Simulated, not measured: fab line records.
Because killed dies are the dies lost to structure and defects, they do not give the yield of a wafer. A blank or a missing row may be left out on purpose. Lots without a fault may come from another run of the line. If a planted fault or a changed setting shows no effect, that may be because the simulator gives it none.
fab line records	flow sky130
[record] lots = 6	wafers = 18	last-day = 50
route steps=708 shown POLY_GATE@219 PAD_OPEN@708
lots with no fault: from the same line, run without faults
start-h: the number of hours between the record's first day and the start of the first shown wafer of the lot	wait-h: hours since the lot's step before	" unchanged from the row above	L1.1+2: a single row standing in for several wafers	- value missing, or start not given	* or withheld: withheld	< > ~ a bound
route shown NAME@n: a module of which the file shows steps, and the number in the route of the first	usual: the fault-free wafers' mean and standard deviation	same: alike in all rows	chamber/n: place in a boat	sites: each site's reading	_std_site: the standard deviation of these	_edge_site: mean of outer sites minus mean of inner sites	radius-mm: for every site, how far away it sits from the centre of the wafer	mask NAME#n: copy n	behind: the tool/chamber that last shaped the wafer	hold: why the lot was held/for how many hours/how that ended	device: whichever transistor did not switch (one of n, p or np)	end of line: tests run on the same wafers once the route is complete	where a step has no rows: the recipe by itself	killed: not the wafer's yield, but the dies lost to structure and defects at the first sort	map: shows each die of a wafer: x if killed, . if not, _ if none is there
set.NAME: the setting that was run; set.NAME@STEP: the one run at that earlier step	model.NAME: the simulator's own value behind a step, which no gauge read
a table for each step, a row for each wafer; lots at some steps of the route
services: the hour from which a tool's chamber was out of use, counted from the record's first day as start-h (under 0 if before that day), plus the number of hours and why
[[steps]]
[step SKY_POLY_GATE_DEHYDRATE_05]
[recipe] temp-c = 200	time-s = 60
[step SKY_POLY_GATE_HMDS_06]
[recipe] prime-time-s = 60	prime-temp-c = 120
[step SKY_POLY_GATE_COAT_07]
[recipe] resist = BARC	temp-c = withheld	time-s = withheld	spin-rpm = 3000	resist-thk-nm = 110
[step SKY_POLY_GATE_COAT_08]
[recipe] resist = KrF-thick	spin-rpm = 3000	resist-thk-nm = 450
[step SKY_POLY_GATE_SOFTBAKE_09]
[recipe] temp-c = 100	time-s = 90	resist = KrF-thick
[step SKY_POLY_GATE_EXPOSE_10]
[recipe] mask-id = P1M	na = 0.68	source-shape = conventional	sigma-outer = 0.6	target-cd-nm = 150	dose-mj = 28
[step SKY_POLY_GATE_PEB_11]
[recipe] peb-temp-c = withheld	peb-time-s = withheld	resist = KrF-thick
[step SKY_POLY_GATE_DEVELOP_12]
[recipe] develop-time-s = 60	resist = KrF-thick	dev-temp-c = 21
[step SKY_POLY_GATE_CD_MEAS_13]
[recipe] target-cd-nm = 150
[usual] cd-nm = 150.0/1.3
lot.wafer	tool	chamber	start-h	wait-h	cd-nm
L465.2	cd-sem-02	-	375.49	-	148.7
L465.3	"	-	"	"	149.0
L465.5	"	-	"	"	149.7
L467.2	cd-sem-02	-	394.64	-	150.0
L467.4	"	-	"	"	150.5
L467.5	"	-	"	"	150.4
L471.1	cd-sem-02	-	437.92	-	149.5
L471.2	"	-	"	"	148.3
L471.6	"	-	"	"	148.9
L473.2	cd-sem-01	-	449.74	-	149.3
L473.4	"	-	"	"	149.5
L473.6	"	-	"	"	149.2
L478.1	cd-sem-02	-	499.49	-	147.1
L478.3	"	-	"	"	146.9
L478.5	"	-	"	"	147.7
L484.4	cd-sem-01	-	550.14	-	151.1
L484.5	"	-	"	"	151.6
L484.6	"	-	"	"	151.4
[step SKY_POLY_GATE_OVL_MEAS_14]
[usual] POLY_GATE_OVL = 2/5.1
lot.wafer	tool	chamber	start-h	wait-h	POLY_GATE_OVL[nm]
L465.2	overlay-02	-	375.60	0.1	0
L465.3	"	-	"	"	-2
L465.5	"	-	"	"	0
L467.2	overlay-02	-	394.75	0.1	6
L467.4	"	-	"	"	-1
L467.5	"	-	"	"	1
L471.1	overlay-02	-	438.04	0.1	7
L471.2	"	-	"	"	12
L471.6	"	-	"	"	18
L473.2	overlay-01	-	449.85	0.1	8
L473.4	"	-	"	"	7
L473.6	"	-	"	"	10
L478.1	overlay-02	-	499.61	0.1	0
L478.3	"	-	"	"	-8
L478.5	"	-	"	"	2
L484.4	overlay-01	-	550.21	0.1	6
L484.5	"	-	"	"	4
L484.6	"	-	"	"	5
[step SKY_POLY_GATE_ETCH_15]
[recipe] chemistry = N2/H2	target = BARC	ion-energy-ev = 200	source-w = 500	bias-w = 100	pressure-mtorr = 30	n2-flow-sccm = 100	h2-flow-sccm = 200	stop-on = SiO2	time-s = 118.5	target-depth-a = 1100
[usual] drypump-motor-current-A = 5.8/0.44	oes-product-au = 0.717/0.0048	throttle-valve-pct = 13.214/0.0088
lot.wafer	tool	chamber	start-h	wait-h	drypump-motor-current-A	oes-product-au	rf-hours-counter-h	throttle-valve-pct
L465.2	rie-diel-03	0	375.63	0.0	6.6	0.721	1	13.207
L465.3	"	3	"	"	5.5	0.723	57	13.206
L465.5	"	1	"	"	6.4	0.713	-	13.221
L467.2	rie-diel-03	2	394.78	0.0	5.4	0.711	1	13.208
L467.4	"	3	"	"	5.5	0.717	57	13.227
L467.5	"	3	"	"	5.5	0.718	-	13.210
L471.1	rie-diel-03	2	438.08	0.0	5.4	0.723	1	13.209
L471.2	"	3	"	"	5.5	0.717	58	13.212
L471.6	"	0	"	"	6.6	0.726	-	13.210
L473.2	rie-diel-03	2	449.88	0.0	5.4	0.723	1	13.205
L473.4	"	0	"	"	6.6	0.723	2	13.212
L473.6	"	0	"	"	6.6	0.711	-	13.218
L478.1	rie-diel-03	3	499.65	0.0	5.5	0.712	59	13.222
L478.3	"	1	"	"	6.4	0.718	5	13.206
L478.5	"	1	"	"	6.4	0.720	-	13.206
L484.4	rie-diel-03	2	550.23	0.0	5.3	0.716	3	13.221
L484.5	"	2	"	"	5.3	0.722	-	13.213
L484.6	"	1	"	"	6.4	0.720	-	13.221
[step SKY_POLY_GATE_ETCH_16]
[recipe] stop-on = poly-Si	chemistry = CH3F/O2	target = Si3N4	source-w = 400	bias-w = 80	pressure-mtorr = 25	ch3f-flow-sccm = 40	O2_flow_sccm = 30	time-s = 147.5	target-depth-a = 750
[usual] drypump-motor-current-A = 5.8/0.44	oes-product-au = 0.640/0.0053	throttle-valve-pct = 10.536/0.0093
lot.wafer	tool	chamber	start-h	wait-h	drypump-motor-current-A	oes-product-au	rf-hours-counter-h	throttle-valve-pct
L465.2	rie-diel-03	0	375.71	0.0	6.6	0.650	1	10.535
L465.3	"	3	"	"	5.5	0.637	57	10.533
L465.5	"	1	"	"	6.4	0.643	-	10.533
L467.2	rie-diel-03	2	394.86	0.0	5.3	0.643	1	10.545
L467.4	"	3	"	"	5.5	0.643	57	10.524
L467.5	"	3	"	"	5.5	0.639	-	10.537
L471.1	rie-diel-03	2	438.16	0.0	5.4	0.634	1	10.537
L471.2	"	3	"	"	5.5	0.637	58	10.528
L471.6	"	0	"	"	6.6	0.641	-	10.558
L473.2	rie-diel-03	2	449.96	0.0	5.4	0.631	1	10.563
L473.4	"	0	"	"	6.6	0.646	2	10.545
L473.6	"	0	"	"	6.6	0.654	-	10.528
L478.1	rie-diel-03	3	499.73	0.0	5.5	0.641	59	10.524
L478.3	"	1	"	"	6.4	0.635	5	10.521
L478.5	"	1	"	"	6.4	0.635	-	10.540
L484.4	rie-diel-03	2	550.31	0.0	5.3	0.641	3	10.518
L484.5	"	2	"	"	5.3	0.643	-	10.537
L484.6	"	1	"	"	6.4	0.641	-	10.536
[step SKY_POLY_GATE_ETCH_17]
[recipe] target-depth-nm = 180	stop-on = SiO2	over-etch-frac = 0.56667	chemistry = HBr/Cl2	target = poly-Si	icp-w = 400	bias-w = 100	pressure-mtorr = 10	HBr_flow_sccm = 150	Cl2_flow_sccm = 50	time-s = 70.5
[usual] drypump-motor-current-A = 5.8/0.7	he-backside-leak-sccm = 2.7/0.33	mfc-cl2-sccm = 50.01/0.14	oes-product-au = 0.983/0.0078	throttle-valve-pct = 33.683/0.0088
[same] over-etch-frac = 0.56667
lot.wafer	tool	chamber	start-h	wait-h	drypump-motor-current-A	he-backside-leak-sccm	mfc-cl2-sccm	oes-product-au	rf-hours-counter-h	throttle-valve-pct	model.KrF-thick_of_POLY_GATE_COAT_08.thk-nm	model.SiO2_of_SONOS_ONO_CVD_04.thk-nm
L465.2	rie-si-01	2	375.81	0.0	6.7	2.6	49.96	0.987	3	33.677	140.9	4.242
L465.3	"	0	"	"	5.2	2.4	50.17	1.003	0	33.692	138.7	4.353
L465.5	"	0	"	"	5.2	2.3	49.99	0.990	-	33.676	138.8	4.248
L467.2	rie-si-01	2	394.96	0.0	6.7	2.5	50.17	0.984	3	33.686	143.6	4.181
L467.4	"	3	"	"	4.9	2.7	50.16	0.978	55	33.671	141	4.209
L467.5	"	3	"	"	4.9	2.5	49.86	0.988	-	33.690	138.9	4.223
L471.1	rie-si-01	1	438.26	0.0	6.3	2.9	50.10	0.991	6	33.673	72.63	1.864
L471.2	"	3	"	"	4.9	2.5	50.07	0.992	55	33.661	71.58	1.946
L471.6	"	0	"	"	5.1	2.4	50.13	0.988	-	33.684	67.67	1.915
L473.2	rie-si-01	0	450.06	0.0	5.1	2.5	50.16	0.988	1	33.693	69.5	2.064
L473.4	"	2	"	"	6.7	2.4	49.96	0.992	4	33.686	75.25	2.032
L473.6	"	0	"	"	5.1	2.5	50.22	1.001	-	33.682	69.88	2.054
L478.1	rie-si-02	2	499.83	0.0	6.3	3.7	49.87	0.979	3	33.694	142.7	4.101
L478.3	"	3	"	"	5.3	2.9	50.14	0.986	3	33.686	138.2	4.179
L478.5	"	0	"	"	5.2	3.0	50.05	0.974	-	33.711	137.4	4.121
L484.4	rie-si-02	2	550.41	0.0	6.4	3.1	50.04	0.980	3	33.687	146.1	4.044
L484.5	"	1	"	"	6.6	2.4	50.37	0.963	-	33.679	147.1	4.084
L484.6	"	0	"	"	5.2	3.0	50.14	0.984	-	33.675	138.1	4.089
[step SKY_POLY_GATE_STRIP_18]
[recipe] chemistry = O2/N2	power-w = 1400	pressure-mtorr = 1500	platen-temp-c = withheld	o2-flow-sccm = 3000	n2-flow-sccm = 300	overash-fraction = 0.5
[usual] drypump-motor-current-A = 5.9/0.53	oes-product-au = 0.361/0.0049	strip-time-to-endpoint-s = 3.18/0.032
lot.wafer	tool	chamber	start-h	wait-h	drypump-motor-current-A	oes-product-au	rf-hours-counter-h	strip-time-to-endpoint-s
L465.2	plasma-asher-04	0	375.86	0.0	6.1	0.357	24	3.18
L465.3	"	1	"	"	6.2	0.364	-	3.15
L465.5	"	0	"	"	6.2	0.357	-	3.15
L467.2	plasma-asher-04	1	395.01	0.0	6.2	0.364	26	3.20
L467.4	"	0	"	"	6.1	0.356	-	3.18
L467.5	"	0	"	"	6.1	0.360	-	3.16
L471.1	plasma-asher-03	0	438.31	0.0	5.7	0.328	1	2.43
L471.2	"	1	"	"	5.9	0.326	1	2.42
L471.6	"	1	"	"	5.9	0.318	-	2.38
L473.2	plasma-asher-02	1	450.11	0.0	5.0	0.338	76	2.39
L473.4	"	1	"	"	5.1	0.333	-	2.46
L473.6	"	0	"	"	6.4	0.323	-	2.40
L478.1	plasma-asher-02	1	499.89	0.0	5.0	0.361	81	3.21
L478.3	"	1	"	"	5.1	0.359	-	3.15
L478.5	"	0	"	"	6.4	0.349	-	3.14
L484.4	plasma-asher-02	0	550.50	0.1	6.4	0.361	-	3.24
L484.5	"	1	"	"	5.1	0.360	-	3.24
L484.6	"	0	"	"	6.4	0.366	-	3.14
[step SKY_POLY_GATE_CLEAN_19]
[recipe] chemistry = SC1/SC2	mix = 1:4:20	temp-c = 70	time-s = 150	dry = n2-spin
[step SKY_PAD_OPEN_PROBE_99]
[usual] killed_at_M0_to_M3 = 43/6.7	killed_at_M4_up = 3.2/1.8	killed-at-contacts = 24/4.8	killed-at-front-end = 16/4.2	killed-at-other = 0.3/0.56	killed-dies = 86/8.5	killed-open = 47/6.7	killed-short = 39/6
[same] gross-dies = 492	killed-at-back-side = 0
lot.wafer	tool	chamber	start-h	wait-h	killed_at_M0_to_M3	killed_at_M4_up	killed-at-contacts	killed-at-front-end	killed-at-other	killed-dies	killed-open	killed-short	model.etest.tip-p.rs-ohm-sq	model.etest.tip-sonos.rs-ohm-sq	model.etest.pfet_01v8.r-on-ohm-um	model.etest.nfet_01v8_lvt.drive-ua-um	model.etest.nfet_01v8.drive-ua-um	model.etest.nfet_01v8_swapped.drive-ua-um	model.etest.nfet_01v8_turned.drive-ua-um	model.etest.sram-nfet-pass.drive-ua-um
L465.2	prober-02	-	1075.82	0.1	43	0	14	14	2	73	47	26	6956	2596	2954	572.5	500.9	500.8	499.9	476.3
L465.3	prober-02	-	1075.87	0.2	42	2	21	19	1	85	48	37	6924	2602	3026	575.8	499.5	499.2	500.3	482.2
L465.5	prober-02	-	1075.97	0.2	36	4	19	26	0	85	47	38	6974	2591	3016	578.6	504.8	512	507	491
L467.2	prober-02	-	1090.88	0.1	43	1	26	16	0	86	49	37	6702	2610	2768	608.1	540.2	541.7	542.2	525.8
L467.4	prober-02	-	1090.98	0.2	37	5	26	13	0	81	43	38	6758	2610	2842	599.1	531	528.1	530.5	508.6
L467.5	prober-02	-	1091.03	0.2	47	1	26	23	0	97	47	49	6744	2610	2810	604.8	537.4	539.4	535.6	519.9
L471.1	prober-02	-	1120.90	0.1	45	5	26	19	0	95	49	46	9032	2182	2594	656.5	582.1	580.6	580.2	549.5
L471.2	prober-02	-	1120.95	0.1	45	2	21	14	0	82	46	36	8983	2196	2629	635.6	564	562.4	565.1	545.2
L471.6	prober-02	-	1121.15	0.2	43	2	22	14	0	81	48	33	9021	2159	2610	652.7	577.7	581	583.9	565
L473.2	prober-02	-	1127.85	0.1	50	5	25	13	0	93	51	42	9161	2189	2704	658.2	593.8	592.9	589.2	585.5
L473.4	prober-02	-	1127.95	0.2	40	3	24	9	1	77	44	33	8394	2234	2650	649.4	569.2	575.5	572.3	555
L473.6	prober-02	-	1128.05	0.2	51	2	29	8	0	90	59	30	8982	2249	2664	654.9	579.5	579.9	578.7	544.5
L478.1	prober-01	-	1159.06	0.1	43	5	15	13	0	76	35	41	6867	2615	2870	590.5	511.4	512.8	514.4	506.2
L478.3	prober-01	-	1159.16	0.2	29	2	32	13	0	76	43	33	6866	2564	2901	579.6	505	503.2	503.7	494.2
L478.5	prober-01	-	1159.26	0.2	38	2	26	16	0	82	48	34	6943	2577	2825	585.8	508.1	511.1	513.1	503.8
L484.4	prober-01	-	1191.06	0.2	58	4	22	12	0	96	56	40	6817	2682	2975	568.6	499.6	500.8	497.9	478.2
L484.5	prober-01	-	1191.11	0.2	44	3	20	13	0	80	42	38	6828	2664	2933	578.1	503.2	509.9	503.6	492.2
L484.6	prober-01	-	1191.16	0.2	43	2	24	25	0	94	51	42	6863	2678	2921	574.5	501.9	504	499.4	492.4
// killed by level:class
L465.2 VIA1:geometric-particle:open=11 VIA2:geometric-particle:open=8 METAL2:geometric-particle:short=8 FIELD_ISO:geometric-particle:open=6 CONTACT:geometric-particle:open=5 VIA1:geometric-particle:short=4 VIA3:geometric-particle:open=4 METAL1:geometric-particle:short=3
L465.3 VIA1:geometric-particle:open=10 CONTACT:geometric-particle:open=8 LI_CONTACT:geometric-particle:open=6 VIA1:geometric-particle:short=6 VIA3:geometric-particle:open=6 METAL2:geometric-particle:short=5 CONTACT:geometric-particle:short=5 VIA2:geometric-particle:open=5
L465.5 VIA1:geometric-particle:open=14 FIELD_ISO:geometric-particle:short=7 CONTACT:geometric-particle:open=7 VIA3:geometric-particle:open=6 LI_CONTACT:geometric-particle:open=5 FIELD_ISO:geometric-particle:open=4 POLY_GATE:geometric-particle:open=4 POLY_GATE:geometric-particle:short=4
L467.2 CONTACT:geometric-particle:open=11 VIA1:geometric-particle:open=11 CONTACT:geometric-particle:short=7 VIA2:geometric-particle:open=7 VIA3:geometric-particle:short=6 FIELD_ISO:geometric-particle:open=5 METAL1:geometric-particle:short=5 METAL2:geometric-particle:short=5
L467.4 CONTACT:geometric-particle:open=10 LI_CONTACT:geometric-particle:open=8 VIA1:geometric-particle:open=8 VIA3:geometric-particle:open=8 FIELD_ISO:geometric-particle:short=5 METAL4:geometric-particle:short=5 LOCAL_INTERCONNECT:geometric-particle:short=4 METAL3:geometric-particle:short=4
L467.5 CONTACT:geometric-particle:open=10 VIA1:geometric-particle:open=10 VIA3:geometric-particle:open=9 CONTACT:geometric-particle:short=7 FIELD_ISO:geometric-particle:short=5 POLY_GATE:geometric-particle:open=5 POLY_GATE:geometric-particle:short=5 METAL2:geometric-particle:short=5
L471.1 VIA1:geometric-particle:open=14 CONTACT:geometric-particle:open=8 LOCAL_INTERCONNECT:geometric-particle:short=7 SPACER:geometric-particle:short=6 LI_CONTACT:geometric-particle:open=6 VIA3:geometric-particle:open=6 FIELD_ISO:geometric-particle:open=5 POLY_GATE:geometric-particle:short=5
L471.2 VIA2:geometric-particle:open=12 VIA1:geometric-particle:open=10 CONTACT:geometric-particle:open=6 VIA3:geometric-particle:open=6 LI_CONTACT:geometric-particle:open=5 METAL1:geometric-particle:short=5 METAL3:geometric-particle:short=5 POLY_GATE:geometric-particle:short=4
L471.6 LI_CONTACT:geometric-particle:open=10 VIA1:geometric-particle:open=9 METAL2:geometric-particle:short=8 VIA3:geometric-particle:open=7 VIA2:geometric-particle:open=6 VIA1:geometric-particle:short=5 POLY_GATE:geometric-particle:open=5 METAL1:geometric-particle:short=5
L473.2 CONTACT:geometric-particle:open=11 VIA1:geometric-particle:open=10 METAL1:geometric-particle:short=7 METAL2:geometric-particle:short=7 VIA3:geometric-particle:open=7 FIELD_ISO:geometric-particle:open=5 LOCAL_INTERCONNECT:geometric-particle:short=5 VIA2:geometric-particle:open=5
L473.4 LI_CONTACT:geometric-particle:open=9 VIA1:geometric-particle:open=8 VIA3:geometric-particle:open=7 LOCAL_INTERCONNECT:geometric-particle:short=5 CONTACT:geometric-particle:open=5 VIA2:geometric-particle:open=5 VIA1:geometric-particle:short=5 POLY_GATE:geometric-particle:short=3
L473.6 VIA1:geometric-particle:open=12 CONTACT:geometric-particle:open=11 LI_CONTACT:geometric-particle:open=11 VIA2:geometric-particle:open=10 VIA3:geometric-particle:open=7 VIA1:geometric-particle:short=4 METAL2:geometric-particle:short=4 METAL3:geometric-particle:short=4
L478.1 VIA1:geometric-particle:open=9 METAL1:geometric-particle:short=6 FIELD_ISO:geometric-particle:short=5 METAL2:geometric-particle:short=5 LI_CONTACT:geometric-particle:open=5 VIA2:geometric-particle:short=5 CONTACT:geometric-particle:open=4 CONTACT:geometric-particle:short=4
L478.3 CONTACT:geometric-particle:short=8 FIELD_ISO:geometric-particle:open=7 LI_CONTACT:geometric-particle:open=7 CONTACT:geometric-particle:open=7 VIA1:geometric-particle:open=6 LOCAL_INTERCONNECT:geometric-particle:short=5 LI_CONTACT:geometric-particle:short=4 VIA3:geometric-particle:open=4
L478.5 VIA1:geometric-particle:open=9 CONTACT:geometric-particle:open=7 LI_CONTACT:geometric-particle:open=6 CONTACT:geometric-particle:short=6 VIA3:geometric-particle:open=6 FIELD_ISO:geometric-particle:open=5 POLY_GATE:geometric-particle:open=5 VIA2:geometric-particle:open=5
L484.4 VIA1:geometric-particle:open=14 VIA2:geometric-particle:open=12 VIA1:geometric-particle:short=10 LI_CONTACT:geometric-particle:open=7 VIA3:geometric-particle:open=6 POLY_GATE:geometric-particle:short=5 LOCAL_INTERCONNECT:geometric-particle:short=5 CONTACT:geometric-particle:open=5
L484.5 VIA1:geometric-particle:open=12 CONTACT:geometric-particle:open=8 VIA2:geometric-particle:open=7 FIELD_ISO:geometric-particle:open=5 METAL2:geometric-particle:short=5 VIA2:geometric-particle:short=5 LI_CONTACT:geometric-particle:open=4 FIELD_ISO:geometric-particle:short=3
L484.6 VIA1:geometric-particle:open=12 FIELD_ISO:geometric-particle:short=7 POLY_GATE:geometric-particle:open=7 POLY_GATE:geometric-particle:short=7 VIA3:geometric-particle:open=7 VIA2:geometric-particle:open=6 LOCAL_INTERCONNECT:geometric-particle:short=6 VIA1:geometric-particle:short=6
[[services]]
tool	chamber	start-h	hours	kind
plasma-asher-02	-	356.20	2.8	pm
rie-si-02	-	368.67	15.6	pm
plasma-asher-04	-	372.95	2.3	repair
plasma-asher-03	-	377.28	1.8	repair
rie-si-02	-	392.42	2.8	pm
rie-si-01	3	395.11	11.6	repair
rie-diel-03	2	399.62	12.7	repair
plasma-asher-03	-	421.25	9.0	pm
rie-si-01	1	432.04	4.7	repair
rie-si-01	1	439.68	7.3	repair
rie-si-01	3	452.37	14.8	repair
rie-diel-03	-	468.70	0.2	repair
plasma-asher-03	-	482.90	1.2	repair
rie-si-02	1	489.42	22.3	repair
plasma-asher-03	-	491.84	14.6	pm
rie-si-01	3	498.73	-	clean
rie-diel-03	-	505.85	2.8	pm
rie-si-01	0	514.20	4.5	repair
rie-si-01	2	514.69	1.6	repair
rie-diel-03	2	522.08	5.4	repair
rie-diel-03	1	528.15	10.1	repair
rie-si-02	3	530.90	1.0	repair
rie-diel-03	3	533.69	4.0	repair
plasma-asher-04	-	549.07	2.0	repair
[[key]]
[first-sign] step = SKY_POLY_GATE_STRIP_18	reading = strip-time-to-endpoint-s	direction = down	sigmas = 24	usual = *	struck = *
[effect] step = SKY_POLY_GATE_STRIP_18	reading = oes-product-au	direction = down	sigmas = 6.7	usual = 0.361	struck = 0.328
[model-effect] step = SKY_POLY_GATE_ETCH_17	value = KrF-thick_of_POLY_GATE_COAT_08.thk-nm	without = 138.9	struck = 71.09
[model-effect] step = SKY_PAD_OPEN_PROBE_99	value = etest.tip-p.rs-ohm-sq	without = 6823	struck = 8929
met-at SKY_POLY_GATE_ETCH_17
struck-wafers L471.1,L471.2,L471.6,L473.2,L473.4,L473.6
tester-left-out L471,L473
onset-between 394.96 438.26
[fault] kind = process-parameter-drift	tool = rie-si-01	chamber = -	onset-h = 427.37	steps = SKY_POLY_GATE_ETCH_17	channel = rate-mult	offset = 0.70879	shape = step	end-h = 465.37
// tester-left-out: of these lots the tester's yield and bins aren't shown, on N5 and GAA mostly nor the transistor test; their killed dies are dies lost to structure and defects alone, not to doping, threshold or leakage, so they don't give the yield
